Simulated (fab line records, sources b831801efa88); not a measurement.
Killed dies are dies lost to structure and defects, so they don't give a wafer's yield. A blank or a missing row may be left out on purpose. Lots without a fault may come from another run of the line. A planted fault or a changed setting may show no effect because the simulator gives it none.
Problem report in the 8D (eight disciplines) form, filled by code | flow gf180mcu | the parts of the form that need people (team, actions taken, sign-off) are left out

1. THE PROBLEM
beam_energy_keV at GF_VT_IMPLANT_IMPLANT_30 reads a mean of 25.796 on 6 wafers of 2 lots; wafers without a fault read 25.001 with a standard deviation of 0.0073. That is +99 or more standard deviations from the usual mean.
First seen on wafer L126.1, day 12 14:00, on implanter-03. The record holds 18 wafers of 6 lots with a number at this step. Rule for "out", or "out of limits": more than 4 standard deviations from the usual mean. The other wafers with a number count as sound.

2. WHAT IT IS AND WHAT IT IS NOT
question                    | is                     | is not
which readings at this step | beam_energy_keV        | -
which lots                  | L126, L128             | L108, L110, L114, L123
which wafers of those lots  | all that have a number | -
read on which tools         | implanter-03           | implanter-04
when                        | from day 12 14:00      | up to then (12 sound wafers)

3. SUSPECTS, AND WHAT RULES EACH OUT
Counting: a tool at a process step up to the reading stays a suspect if it ran every lot that is out and no sound lot after the first of them.
- implanter-03 at GF_VT_IMPLANT_IMPLANT_30: kept. It ran every lot that is out, first L126 (day 12 14:00), and no sound lot after that; its last sound lot up to then is L110 (day 8 07:27). Its own readings are out on those wafers: beam_energy_keV.
Left after counting: implanter-03 at GF_VT_IMPLANT_IMPLANT_30.

4. THE CAUSE (what the simulator had put in)
Process parameter drift: implanter-03, from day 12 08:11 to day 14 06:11, at GF_VT_IMPLANT_IMPLANT_30. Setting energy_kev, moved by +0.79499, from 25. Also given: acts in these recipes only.
Counting left only this tool.

5. THE CHAIN OF EFFECTS, in route order
Each row: a reading whose mean over the struck wafers that have a number lies more than 3 standard deviations from the usual. Only readings for which the record gives a usual standard deviation are gone through. hours: the time from each lot's start at the first step in this table that gives one to its start at this step, as a median over the lots. sigmas: the change in usual standard deviations.
hours | step                     | reading         | usual  | on struck wafers | change | sigmas
0     | GF_VT_IMPLANT_IMPLANT_30 | beam_energy_keV | 25.001 | 25.796           | +0.795 | +99 or more
The process steps in it:
- GF_VT_IMPLANT_IMPLANT_30

6. WHAT WOULD HAVE CAUGHT IT SOONER
In this record the first reading out of limits was taken at day 12 14:00, 6 hours after the fault began at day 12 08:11.
